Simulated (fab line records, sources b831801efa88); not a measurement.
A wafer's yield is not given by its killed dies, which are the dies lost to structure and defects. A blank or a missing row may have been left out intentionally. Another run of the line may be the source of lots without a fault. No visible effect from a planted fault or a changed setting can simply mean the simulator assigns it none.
fab line records ; flow gf180mcu
record lots=5; wafers=27
route steps=602 shown STI@4 HV_LDD@234 M2@364 V3@431
startH: hours from the record's first day to the start of the lot's first wafer shown ; waitH: hours since the lot's step before ; " the same as in the row above ; L1.1+2: a row that stands for several wafers ; - value missing, or start not given ; * or withheld: withheld ; < > ~ a bound
route shown NAME@n: NAME is a module with steps in the file, n the number in the route of the first one ; usual: average and standard deviation across the fault-free wafers ; same: alike in all rows ; chamber/n: place in a boat ; sites: per-site readings ; _std_site: standard deviation across them ; _edge_site: the outer-site mean with the inner-site mean subtracted ; radiusMm: for every site, how far away it sits from the centre of the wafer ; mask NAME#n: copy n ; behind: the most recent tool/chamber to have shaped the wafer ; hold: what put the lot on hold/how long, in hours/how the hold closed ; device: transistor that didn't switch, given as n, p or np ; end of line: at the end of the route, the tests of the same wafers ; for a step that has no rows: nothing shown but its recipe ; killed: the dies lost at the first sort to structure and to defects; this is not the yield of the wafer ; map: per-die view of a wafer (x killed, . not killed, _ where there is no die)
set.NAME: the setting as run; set.NAME@STEP: as run at that earlier step ; model.NAME: the simulator's own value behind a step, which no gauge read
lots run with intentionally changed settings; tables by step, rows by wafer
## steps
# step GF_STI_CVD_03
# recipe material=Si3N4; precursor=DCS/NH3; targetThkNm=207.16; tempC=770; timeS=3551; pressureMtorr=250
lot.wafer;tool;chamber;startH;waitH;set.timeS;model.Si3N4_of_STI_CVD_03.thkNm
L074.4;lpcvd-01;1;11.57;0.0;3551;209.4
L074.5;lpcvd-01;1;11.57;0.0;3551;210.3
L074.6;lpcvd-01;1;11.57;0.0;3551;209.6
L076.1;-;-;-;0.1;2441;142.3
L076.2+5;-;-;-;0.1;2441;142
L076.3;-;-;-;0.1;2441;141
L076.4;-;-;-;0.1;2441;142.7
L076.6;-;-;-;0.1;2441;141.6
L078.1;-;-;-;0.1;1696;95.92
L078.2;-;-;-;0.1;1696;95.83
L078.3;-;-;-;0.1;1696;96.8
L078.4;-;-;-;0.1;1696;95.54
L078.5;-;-;-;0.1;1696;93.8
L078.6;-;-;-;0.1;1696;97.3
L079.1;-;-;-;0.1;3551;206.4
L079.2;-;-;-;0.1;3551;206.8
L079.3;-;-;-;0.1;3551;207.1
L079.4;-;-;-;0.1;3551;206.9
L079.5;-;-;-;0.1;3551;207.3
L079.6;-;-;-;0.1;3551;205.6
L085.1;-;-;-;0.1;3551;206.2
L085.2+4;-;-;-;0.1;3551;206.8
L085.3;-;-;-;0.1;3551;208.4
L085.5;-;-;-;0.1;3551;205.8
L085.6;-;-;-;0.1;3551;207.8
# step GF_STI_THK_MEAS_04
# recipe reads=Si3N4_of_STI_CVD_03
# usual STI_CVD_03_THK=206.2/1.8
lot.wafer;tool;chamber;startH;waitH;set.timeS@STI_CVD_03;STI_CVD_03_THK[nm]
L074.4;filmMetro-03;-;13.59;0.0;3551;209.5
L074.5;filmMetro-03;-;13.59;0.0;3551;210.3
L074.6;filmMetro-03;-;13.59;0.0;3551;209.6
L076.1;filmMetro-03;-;-;-;2441;142.3
L076.2;filmMetro-03;-;-;-;2441;141.9
L076.3;filmMetro-03;-;-;-;2441;140.9
L076.4;filmMetro-03;-;-;-;2441;142.9
L076.5;filmMetro-03;-;-;-;2441;142.0
L076.6;filmMetro-03;-;-;-;2441;141.5
L078.1;filmMetro-03;-;-;-;1696;96.0
L078.2;filmMetro-03;-;-;-;1696;95.8
L078.3;filmMetro-03;-;-;-;1696;96.9
L078.4;filmMetro-03;-;-;-;1696;95.5
L078.5;filmMetro-03;-;-;-;1696;93.8
L078.6;filmMetro-03;-;-;-;1696;97.3
L079.1;filmMetro-03;-;-;-;3551;206.5
L079.2;filmMetro-03;-;-;-;3551;206.8
L079.3;filmMetro-03;-;-;-;3551;207.2
L079.4;filmMetro-03;-;-;-;3551;206.9
L079.5;filmMetro-03;-;-;-;3551;207.2
L079.6;filmMetro-03;-;-;-;3551;205.6
L085.1;filmMetro-03;-;-;-;3551;206.1
L085.2;filmMetro-03;-;-;-;3551;206.9
L085.3;filmMetro-03;-;-;-;3551;208.4
L085.4;filmMetro-03;-;-;-;3551;206.8
L085.5;filmMetro-03;-;-;-;3551;205.8
L085.6;filmMetro-03;-;-;-;3551;207.7
# step GF_STI_ETCH_13
# recipe chemistry=CHF3/O2; stopOn=Si; overEtchFrac=0.3; targetDepthA=2823.1; sourceW=600; biasW=200; pressureMtorr=40; chf3FlowSccm=50; O2_flow_sccm=5; timeS=112.9
# usual oesProductAu=0.831/0.0063
lot.wafer;tool;chamber;startH;waitH;set.timeS;set.timeS@STI_CVD_03;oesProductAu;model.etch.depthNm;model.KrF_of_STI_COAT_07.thkNm
L074.4;rieDiel-01;2;24.74;0.0;112.9;3551;0.837;209.4;442.6
L074.5;rieDiel-01;1;24.74;0.0;112.9;3551;0.842;210.3;443.2
L074.6;rieDiel-01;0;24.74;0.0;112.9;3551;0.839;209.6;435.6
L076.1;rieDiel-01;2;35.66;0.1;112.9;2441;0.689;-;443.1
L076.2;rieDiel-01;1;35.66;0.1;112.9;2441;0.694;142;440.4
L076.3;rieDiel-01;3;35.66;0.1;112.9;2441;0.686;-;437.6
L076.4;rieDiel-01;0;35.66;0.1;112.9;2441;0.686;142.7;433.2
L076.5;rieDiel-01;1;35.66;0.1;112.9;2441;0.697;142;438.5
L076.6;rieDiel-01;2;35.66;0.1;112.9;2441;0.688;-;442.3
L078.1;rieDiel-03;3;46.04;0.1;112.9;1696;0.587;95.92;434.3
L078.2;rieDiel-03;1;46.04;0.1;112.9;1696;0.587;-;438.7
L078.3;rieDiel-03;0;46.04;0.1;112.9;1696;0.586;-;442.2
L078.4;rieDiel-03;2;46.04;0.1;112.9;1696;0.594;-;433.5
L078.5;rieDiel-03;3;46.04;0.1;112.9;1696;0.591;-;433.6
L078.6;rieDiel-03;0;46.04;0.1;112.9;1696;0.584;-;440.7
L079.1;rieDiel-03;0;50.71;0.1;112.9;3551;0.824;-;444.9
L079.2;rieDiel-03;1;50.71;0.1;112.9;3551;0.823;-;441.7
L079.3;rieDiel-03;3;50.71;0.1;112.9;3551;0.830;-;438.7
L079.4;rieDiel-03;2;50.71;0.1;91.13;3551;0.928;-;488.8
L079.5;rieDiel-03;2;50.71;0.1;91.13;3551;0.939;-;485.4
L079.6;rieDiel-03;3;50.71;0.1;91.13;3551;0.935;-;484.9
L085.1;rieDiel-01;2;85.23;0.1;112.9;3551;0.836;-;441.1
L085.2;rieDiel-01;1;85.23;0.1;131.1;3551;0.821;206.8;402.9
L085.3;rieDiel-01;3;85.23;0.1;131.1;3551;0.828;-;393.6
L085.4;rieDiel-01;3;85.23;0.1;112.9;3551;0.838;-;436.7
L085.5;rieDiel-01;1;85.23;0.1;112.9;3551;0.834;-;442.2
L085.6;rieDiel-01;2;85.23;0.1;131.1;3551;0.830;-;398.6
# step GF_STI_ETCH_14
# recipe target=Si; chemistry=HBr/Cl2/O2; targetDepthNm=360; icpW=600; biasW=150; pressureMtorr=15; HBr_flow_sccm=150; Cl2_flow_sccm=40; O2_flow_sccm=6; timeS=102.9
# step GF_STI_STRIP_15
# recipe chemistry=O2/N2; powerW=1400; pressureMtorr=1500; platenTempC=250; o2FlowSccm=3000; n2FlowSccm=300; overashFraction=0.5
# usual stripTimeToEndpointS=3.72/0.04
lot.wafer;tool;chamber;startH;waitH;set.timeS@STI_ETCH_13;stripTimeToEndpointS
L074.4;plasmaAsher-03;0;24.92;0.1;112.9;3.77
L074.5;plasmaAsher-03;0;24.92;0.1;112.9;3.78
L074.6;plasmaAsher-03;1;24.92;0.1;112.9;3.68
L076.1;plasmaAsher-03;0;35.81;0.0;112.9;3.77
L076.2;plasmaAsher-03;1;35.81;0.0;112.9;3.73
L076.3;plasmaAsher-03;1;35.81;0.0;112.9;3.74
L076.4;plasmaAsher-03;0;35.81;0.0;112.9;3.70
L076.5;plasmaAsher-03;0;35.81;0.0;112.9;3.76
L076.6;plasmaAsher-03;1;35.81;0.0;112.9;3.77
L078.1;plasmaAsher-04;0;46.19;0.0;112.9;3.68
L078.2;plasmaAsher-04;1;46.19;0.0;112.9;3.78
L078.3;plasmaAsher-04;0;46.19;0.0;112.9;3.78
L078.4;plasmaAsher-04;1;46.19;0.0;112.9;3.68
L078.5;plasmaAsher-04;0;46.19;0.0;112.9;3.70
L078.6;plasmaAsher-04;1;46.19;0.0;112.9;3.77
L079.1;plasmaAsher-01;0;50.86;0.0;112.9;3.78
L079.2;plasmaAsher-01;1;50.86;0.0;112.9;3.77
L079.3;plasmaAsher-01;0;50.86;0.0;112.9;3.73
L079.4;plasmaAsher-01;1;50.86;0.0;91.13;4.22
L079.5;plasmaAsher-01;1;50.86;0.0;91.13;4.24
L079.6;plasmaAsher-01;0;50.86;0.0;91.13;4.22
L085.1;plasmaAsher-01;1;85.39;0.0;112.9;3.75
L085.2;plasmaAsher-01;0;85.39;0.0;131.1;3.34
L085.3;plasmaAsher-01;0;85.39;0.0;131.1;3.26
L085.4;plasmaAsher-01;1;85.39;0.0;112.9;3.70
L085.5;plasmaAsher-01;1;85.39;0.0;112.9;3.76
L085.6;plasmaAsher-01;0;85.39;0.0;131.1;3.29
# step GF_HV_LDD_ETCHBACK_58
# recipe chemistry=CH3F/O2; target=Si3N4; stopOn=SiO2; sourceW=400; biasW=80; pressureMtorr=25; ch3fFlowSccm=40; O2_flow_sccm=30; timeS=100; targetDepthA=900
# usual oesProductAu=0.845/0.006
lot.wafer;tool;chamber;startH;waitH;set.timeS;oesProductAu
L074.4;rieDiel-03;1;266.14;0.0;100;0.848
L074.5;rieDiel-03;3;266.14;0.0;100;0.848
L074.6;rieDiel-03;2;266.14;0.0;100;0.840
L076.1;rieDiel-02;1;284.45;0.1;100;0.850
L076.2;rieDiel-02;0;284.45;0.1;100;0.842
L076.3;rieDiel-02;2;284.45;0.1;100;0.853
L076.4;rieDiel-02;3;284.45;0.1;100;0.843
L076.5;rieDiel-02;0;284.45;0.1;100;0.847
L076.6;rieDiel-02;3;284.45;0.1;100;0.848
L078.1;rieDiel-02;1;320.53;0.1;40.11;0.992
L078.2;rieDiel-02;2;320.53;0.1;100;0.849
L078.3;rieDiel-02;0;320.53;0.1;100;0.851
L078.4;rieDiel-02;0;320.53;0.1;40.11;0.986
L078.5;rieDiel-02;1;320.53;0.1;40.11;1.000
L078.6;rieDiel-02;2;320.53;0.1;100;0.847
L079.1;rieDiel-02;0;324.25;0.1;119.1;0.833
L079.2;rieDiel-02;2;324.25;0.1;119.1;0.819
L079.3;rieDiel-02;1;324.25;0.1;100;0.849
L079.4;rieDiel-02;1;324.25;0.1;119.1;0.828
L079.5;rieDiel-02;0;324.25;0.1;100;0.833
L079.6;rieDiel-02;2;324.25;0.1;100;0.842
L085.1;rieDiel-03;2;373.11;0.1;100;0.849
L085.2;rieDiel-03;1;373.11;0.1;100;0.848
L085.3;rieDiel-03;0;373.11;0.1;132.7;0.823
L085.4;rieDiel-03;3;373.11;0.1;132.7;0.806
L085.5;rieDiel-03;3;373.11;0.1;100;0.845
L085.6;rieDiel-03;0;373.11;0.1;132.7;0.819
# step GF_M2_SPUTTER_02
# recipe material=AlCu; targetThkNm=450; powerW=10600; timeS=23.9; chamberPressurePa=0.4
lot.wafer;tool;chamber;startH;waitH;set.timeS;model.AlCu_of_M2_SPUTTER_02.thkNm
L074.4;pvdSputter-02;-;399.15;0.0;23.9;444.8
L074.5;pvdSputter-02;-;399.15;0.0;23.9;440.1
L074.6;pvdSputter-02;-;399.15;0.0;23.9;441
L076.1;pvdSputter-02;-;420.44;0.0;16.63;310.4
L076.2;pvdSputter-02;-;420.44;0.0;23.9;453.3
L076.3;pvdSputter-02;-;420.44;0.0;16.63;321.7
L076.4;pvdSputter-02;-;420.44;0.0;23.9;445
L076.5;pvdSputter-02;-;420.44;0.0;23.9;446.7
L076.6;pvdSputter-02;-;420.44;0.0;16.63;321.4
L078.1;pvdSputter-02;-;463.70;0.0;23.9;444.4
L078.2;pvdSputter-02;-;463.70;0.0;23.9;435.9
L078.3;pvdSputter-02;-;463.70;0.0;23.9;434.4
L078.4;pvdSputter-02;-;463.70;0.0;23.9;446
L078.5;pvdSputter-02;-;463.70;0.0;23.9;446.9
L078.6;pvdSputter-02;-;463.70;0.0;23.9;444.7
L079.1;pvdSputter-01;-;468.62;0.0;23.9;449
L079.2;pvdSputter-01;-;468.62;0.0;36.07;683.7
L079.3;pvdSputter-01;-;468.62;0.0;36.07;675.3
L079.4;pvdSputter-01;-;468.62;0.0;23.9;451.5
L079.5;pvdSputter-01;-;468.62;0.0;23.9;451.8
L079.6;pvdSputter-01;-;468.62;0.0;36.07;677.8
L085.1;pvdSputter-02;-;522.56;0.0;28.81;527.8
L085.2;pvdSputter-02;-;522.56;0.0;23.9;441.1
L085.3;pvdSputter-02;-;522.56;0.0;23.9;436.6
L085.4;pvdSputter-02;-;522.56;0.0;28.81;532.1
L085.5;pvdSputter-02;-;522.56;0.0;23.9;431.6
L085.6;pvdSputter-02;-;522.56;0.0;28.81;529.9
# step GF_M2_SPUTTER_03
# recipe material=Ti; targetThkNm=10; substrateTempC=300; chamberPressurePa=0.3; powerW=3000; timeS=6.7
# step GF_M2_SPUTTER_04
# recipe material=TiN; targetThkNm=50; powerW=6500; timeS=41.7; chamberPressurePa=0.4127
# step GF_M2_RS_MEAS_05
# recipe thkMeasGauge=four-point-probe; reads=TiN_of_M2_SPUTTER_04+Ti_of_M2_SPUTTER_03+AlCu_of_M2_SPUTTER_02+TiN_of_M2_SPUTTER_01+Ti_of_M2_SPUTTER_00
# usual M2_ALCU_RS=0.0702/0.0011
lot.wafer;tool;chamber;startH;waitH;set.timeS@M2_SPUTTER_02;M2_ALCU_RS[ohm/sq]
L074.4;filmMetro-03;-;399.30;0.1;23.9;0.0704
L074.5;filmMetro-03;-;399.30;0.1;23.9;0.0711
L074.6;filmMetro-03;-;399.30;0.1;23.9;0.0709
L076.1;filmMetro-01;-;420.53;0.0;16.63;0.1011
L076.2;filmMetro-01;-;420.53;0.0;23.9;0.0690
L076.3;filmMetro-01;-;420.53;0.0;16.63;0.0976
L076.4;filmMetro-01;-;420.53;0.0;23.9;0.0703
L076.5;filmMetro-01;-;420.53;0.0;23.9;0.0701
L076.6;filmMetro-01;-;420.53;0.0;16.63;0.0978
L078.1;filmMetro-01;-;463.79;0.0;23.9;0.0702
L078.2;filmMetro-01;-;463.79;0.0;23.9;0.0716
L078.3;filmMetro-01;-;463.79;0.0;23.9;0.0720
L078.4;filmMetro-01;-;463.79;0.0;23.9;0.0702
L078.5;filmMetro-01;-;463.79;0.0;23.9;0.0700
L078.6;filmMetro-01;-;463.79;0.0;23.9;0.0703
L079.1;filmMetro-04;-;468.71;0.0;23.9;0.0697
L079.2;filmMetro-04;-;468.71;0.0;36.07;0.0456
L079.3;filmMetro-04;-;468.71;0.0;36.07;0.0462
L079.4;filmMetro-04;-;468.71;0.0;23.9;0.0694
L079.5;filmMetro-04;-;468.71;0.0;23.9;0.0694
L079.6;filmMetro-04;-;468.71;0.0;36.07;0.0460
L085.1;filmMetro-01;-;522.65;0.0;28.81;0.0592
L085.2;filmMetro-01;-;522.65;0.0;23.9;0.0709
L085.3;filmMetro-01;-;522.65;0.0;23.9;0.0717
L085.4;filmMetro-01;-;522.65;0.0;28.81;0.0586
L085.5;filmMetro-01;-;522.65;0.0;23.9;0.0726
L085.6;filmMetro-01;-;522.65;0.0;28.81;0.0590
# step GF_M2_THK_MEAS_06
# recipe thkMeasGauge=xrf; reads=AlCu_of_M2_SPUTTER_02
# usual M2_ALCU_THK=447/7.9
lot.wafer;tool;chamber;startH;waitH;set.timeS@M2_SPUTTER_02;M2_ALCU_THK[nm]
L074.4;filmMetro-03;-;399.39;0.1;23.9;444
L074.5;filmMetro-03;-;399.39;0.1;23.9;439
L074.6;filmMetro-03;-;399.39;0.1;23.9;441
L076.1;filmMetro-01;-;420.65;0.1;16.63;308
L076.2;filmMetro-01;-;420.65;0.1;23.9;453
L076.3;filmMetro-01;-;420.65;0.1;16.63;322
L076.4;filmMetro-01;-;420.65;0.1;23.9;443
L076.5;filmMetro-01;-;420.65;0.1;23.9;448
L076.6;filmMetro-01;-;420.65;0.1;16.63;323
L078.1;filmMetro-01;-;463.91;0.1;23.9;446
L078.2;filmMetro-01;-;463.91;0.1;23.9;436
L078.3;filmMetro-01;-;463.91;0.1;23.9;437
L078.4;filmMetro-01;-;463.91;0.1;23.9;446
L078.5;filmMetro-01;-;463.91;0.1;23.9;447
L078.6;filmMetro-01;-;463.91;0.1;23.9;447
L079.1;filmMetro-04;-;468.83;0.1;23.9;449
L079.2;filmMetro-04;-;468.83;0.1;36.07;685
L079.3;filmMetro-04;-;468.83;0.1;36.07;675
L079.4;filmMetro-04;-;468.83;0.1;23.9;452
L079.5;filmMetro-04;-;468.83;0.1;23.9;452
L079.6;filmMetro-04;-;468.83;0.1;36.07;678
L085.1;filmMetro-01;-;522.77;0.1;28.81;527
L085.2;filmMetro-01;-;522.77;0.1;23.9;440
L085.3;filmMetro-01;-;522.77;0.1;23.9;435
L085.4;filmMetro-01;-;522.77;0.1;28.81;530
L085.5;filmMetro-01;-;522.77;0.1;23.9;429
L085.6;filmMetro-01;-;522.77;0.1;28.81;530
# step GF_M2_DEHYDRATE_07
# recipe tempC=200; timeS=60
# step GF_M2_HMDS_08
# recipe primeTimeS=60; primeTempC=120
# step GF_M2_METAL_ETCH_16
# recipe chemistry=Cl2/BCl3; maskMaterial=KrF; targetDepthNm=627.5; stopOn=SiO2; pressureMtorr=8; icpW=800; biasW=140; Cl2_flow_sccm=80; bcl3FlowSccm=40; timeS=104.6
# usual oesProductAu=0.966/0.0083
lot.wafer;tool;chamber;startH;waitH;set.timeS@M2_SPUTTER_02;oesProductAu
L074.4;rieMetal-04;0;422.51;0.0;23.9;0.956
L074.5;rieMetal-04;0;422.51;0.0;23.9;0.956
L074.6;rieMetal-04;1;422.51;0.0;23.9;0.967
L076.1;rieMetal-04;0;444.64;0.0;16.63;0.832
L076.2;rieMetal-04;1;444.64;0.0;23.9;0.979
L076.3;rieMetal-04;0;444.64;0.0;16.63;0.846
L076.4;rieMetal-04;1;444.64;0.0;23.9;0.965
L076.5;rieMetal-04;1;444.64;0.0;23.9;0.969
L076.6;rieMetal-04;0;444.64;0.0;16.63;0.843
L078.1;rieMetal-04;1;487.86;0.0;23.9;0.966
L078.2;rieMetal-04;0;487.86;0.0;23.9;0.963
L078.3;rieMetal-04;0;487.86;0.0;23.9;0.957
L078.4;rieMetal-04;1;487.86;0.0;23.9;0.968
L078.5;rieMetal-04;1;487.86;0.0;23.9;0.964
L078.6;rieMetal-04;0;487.86;0.0;23.9;0.961
L079.1;rieMetal-02;1;493.14;0.0;23.9;0.977
L079.2;rieMetal-02;0;493.14;0.0;36.07;0.996
L079.3;rieMetal-02;1;493.14;0.0;36.07;1.002
L079.4;rieMetal-02;0;493.14;0.0;23.9;0.980
L079.5;rieMetal-02;0;493.14;0.0;23.9;0.979
L079.6;rieMetal-02;1;493.14;0.0;36.07;1.005
L085.1;rieMetal-02;0;546.42;0.0;28.81;0.976
L085.2;rieMetal-02;0;546.42;0.0;23.9;0.959
L085.3;rieMetal-02;0;546.42;0.0;23.9;0.953
L085.4;rieMetal-02;0;546.42;0.0;28.81;0.980
L085.5;rieMetal-02;0;546.42;0.0;23.9;0.954
L085.6;rieMetal-02;0;546.42;0.0;28.81;0.975
# step GF_V3_CVD_02
# recipe material=SiO2; targetThkNm=850; precursor=TEOS; tempC=400; timeS=94.851; rfW=600
lot.wafer;tool;chamber;startH;waitH;set.timeS;model.SiO2_of_V3_CVD_02.thkNm
L074.4;pecvd-03;2;474.88;0.1;94.851;850.5
L074.5;pecvd-03;1;474.88;0.1;94.851;867.7
L074.6;pecvd-03;0;474.88;0.1;94.851;871.5
L076.1;pecvd-02;0;497.40;0.1;70.5;627.2
L076.2;pecvd-02;2;497.40;0.1;94.851;852.5
L076.3;pecvd-02;1;497.40;0.1;70.5;631.2
L076.4;pecvd-02;2;497.40;0.1;94.851;862.6
L076.5;pecvd-02;1;497.40;0.1;70.5;642
L076.6;pecvd-02;0;497.40;0.1;94.851;851.7
L078.1;pecvd-01;2;538.86;0.1;71.32;629.4
L078.2;pecvd-01;1;538.86;0.1;94.851;846
L078.3;pecvd-01;0;538.86;0.1;94.851;844
L078.4;pecvd-01;0;538.86;0.1;94.851;848.4
L078.5;pecvd-01;2;538.86;0.1;71.32;635.9
L078.6;pecvd-01;1;538.86;0.1;71.32;653
L079.1;pecvd-02;1;544.53;0.1;94.851;863
L079.2;pecvd-02;2;544.53;0.1;124.6;1128
L079.3;pecvd-02;0;544.53;0.1;94.851;843
L079.4;pecvd-02;0;544.53;0.1;124.6;1133
L079.5;pecvd-02;2;544.53;0.1;94.851;878.4
L079.6;pecvd-02;1;544.53;0.1;124.6;1144
L085.1;pecvd-01;2;593.36;0.1;94.851;849.3
L085.2;pecvd-01;0;593.36;0.1;94.851;850.2
L085.3;pecvd-01;1;593.36;0.1;41.85;387.1
L085.4;pecvd-01;2;593.36;0.1;94.851;854.1
L085.5;pecvd-01;1;593.36;0.1;41.85;387.3
L085.6;pecvd-01;0;593.36;0.1;41.85;375
# step GF_V3_THK_MEAS_03
# recipe reads=SiO2_of_V3_CVD_02
# usual V3_CVD_02_THK=854/12
lot.wafer;tool;chamber;startH;waitH;set.timeS@V3_CVD_02;V3_CVD_02_THK[nm]
L074.4;filmMetro-02;-;474.94;0.0;94.851;851
L074.5;filmMetro-02;-;474.94;0.0;94.851;868
L074.6;filmMetro-02;-;474.94;0.0;94.851;872
L076.1;filmMetro-02;-;497.47;0.0;70.5;627
L076.2;filmMetro-02;-;497.47;0.0;94.851;852
L076.3;filmMetro-02;-;497.47;0.0;70.5;631
L076.4;filmMetro-02;-;497.47;0.0;94.851;862
L076.5;filmMetro-02;-;497.47;0.0;70.5;643
L076.6;filmMetro-02;-;497.47;0.0;94.851;851
L078.1;filmMetro-03;-;538.93;0.0;71.32;630
L078.2;filmMetro-03;-;538.93;0.0;94.851;846
L078.3;filmMetro-03;-;538.93;0.0;94.851;844
L078.4;filmMetro-03;-;538.93;0.0;94.851;849
L078.5;filmMetro-03;-;538.93;0.0;71.32;636
L078.6;filmMetro-03;-;538.93;0.0;71.32;653
L079.1;filmMetro-03;-;544.60;0.0;94.851;863
L079.2;filmMetro-03;-;544.60;0.0;124.6;1128
L079.3;filmMetro-03;-;544.60;0.0;94.851;843
L079.4;filmMetro-03;-;544.60;0.0;124.6;1133
L079.5;filmMetro-03;-;544.60;0.0;94.851;878
L079.6;filmMetro-03;-;544.60;0.0;124.6;1143
L085.1;filmMetro-02;-;593.43;0.0;94.851;849
L085.2;filmMetro-02;-;593.43;0.0;94.851;850
L085.3;filmMetro-02;-;593.43;0.0;41.85;387
L085.4;filmMetro-02;-;593.43;0.0;94.851;855
L085.5;filmMetro-02;-;593.43;0.0;41.85;388
L085.6;filmMetro-02;-;593.43;0.0;41.85;375
# step GF_V3_CMP_04
# recipe material=SiO2; downForcePsi=4; platenRpm=60; padVelocityMS=0.94248
# step GF_V3_ETCH_16
# recipe chemistry=N2/H2; targetDepthA=withheld; overetchA=withheld; timeS=withheld; target=BARC; ionEnergyEv=200; sourceW=500; biasW=100; pressureMtorr=30; n2FlowSccm=100; h2FlowSccm=200
# step GF_V3_ETCH_17
# recipe chemistry=C4F8/O2/Ar; maskMaterial=KrF; target=SiO2; stopOn=TiN; sourceW=1500; biasW=1200; pressureMtorr=40; c4f8FlowSccm=withheld; O2_flow_sccm=6; Ar_flow_sccm=300; timeS=withheld; targetDepthA=6350
# usual oesProductAu=0.856/0.0052
lot.wafer;tool;chamber;startH;waitH;set.timeS@V3_CVD_02;oesProductAu
L074.4;rieDiel-04;0;-;-;*;0.856
L074.5;rieDiel-04;2;-;-;*;0.864
L074.6;rieDiel-04;3;-;-;*;0.863
L076.1;rieDiel-02;1;-;-;*;0.852
L076.2;rieDiel-02;2;-;-;*;0.851
L076.3;rieDiel-02;0;-;-;*;0.852
L076.4;rieDiel-02;3;-;-;*;0.852
L076.5;rieDiel-02;0;-;-;*;0.855
L076.6;rieDiel-02;1;-;-;*;0.863
L078.1;rieDiel-02;0;-;-;*;0.853
L078.2;rieDiel-02;1;-;-;*;0.860
L078.3;rieDiel-02;2;-;-;*;0.859
L078.4;rieDiel-02;0;-;-;*;0.859
L078.5;rieDiel-02;1;-;-;*;0.865
L078.6;rieDiel-02;2;-;-;*;0.861
L079.1;rieDiel-02;1;-;-;*;0.845
L079.2;rieDiel-02;0;-;-;*;0.851
L079.3;rieDiel-02;2;-;-;*;0.853
L079.4;rieDiel-02;1;-;-;*;0.860
L079.5;rieDiel-02;0;-;-;*;0.847
L079.6;rieDiel-02;2;-;-;*;0.859
L085.1;rieDiel-03;3;-;-;*;0.861
L085.2;rieDiel-03;0;-;-;*;0.848
L085.3;rieDiel-03;2;-;-;*;0.671
L085.4;rieDiel-03;1;-;-;*;0.856
L085.5;rieDiel-03;0;-;-;*;0.657
L085.6;rieDiel-03;1;-;-;*;0.663
## key
split step=GF_STI_CVD_03; setting=timeS; stated=3551; by=lot
response step=GF_STI_CVD_03; reading=model.Si3N4_of_STI_CVD_03.thkNm; change=+2.13; per=1%; r=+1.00
response step=GF_STI_THK_MEAS_04; reading=STI_CVD_03_THK; change=+2.13; per=1%; r=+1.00
response step=GF_STI_ETCH_13; reading=oesProductAu; change=+0.00508; per=1%; r=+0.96
response step=GF_STI_ETCH_13; reading=model.etch.depthNm; change=+2.15; per=1%; r=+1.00
split step=GF_STI_ETCH_13; setting=timeS; stated=112.9; by=wafer
response step=GF_STI_ETCH_13; reading=oesProductAu; shape=bent; atLowest=0.934; atStated=0.723; atHighest=0.826
response step=GF_STI_ETCH_13; reading=model.KrF_of_STI_COAT_07.thkNm; change=-2.42; per=1%; r=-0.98
response step=GF_STI_STRIP_15; reading=stripTimeToEndpointS; change=*; per=1%; r=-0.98
split step=GF_HV_LDD_ETCHBACK_58; setting=timeS; stated=100; by=wafer
response step=GF_HV_LDD_ETCHBACK_58; reading=oesProductAu; change=-0.00197; per=1%; r=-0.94
split step=GF_M2_SPUTTER_02; setting=timeS; stated=23.9; by=wafer
response step=GF_M2_SPUTTER_02; reading=model.AlCu_of_M2_SPUTTER_02.thkNm; change=+4.44; per=1%; r=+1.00
response step=GF_M2_RS_MEAS_05; reading=M2_ALCU_RS; change=-0.000595; per=1%; r=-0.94
response step=GF_M2_THK_MEAS_06; reading=M2_ALCU_THK; change=+4.45; per=1%; r=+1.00
response step=GF_M2_METAL_ETCH_16; reading=oesProductAu; shape=bent; atLowest=0.840; atStated=0.965; atHighest=1.001
split step=GF_V3_CVD_02; setting=timeS; stated=94.851; by=wafer
response step=GF_V3_CVD_02; reading=model.SiO2_of_V3_CVD_02.thkNm; change=+8.47; per=1%; r=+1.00
response step=GF_V3_THK_MEAS_03; reading=V3_CVD_02_THK; change=+8.46; per=1%; r=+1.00
response step=GF_V3_ETCH_17; reading=oesProductAu; shape=bent; atLowest=0.664; atStated=0.856; atHighest=0.857
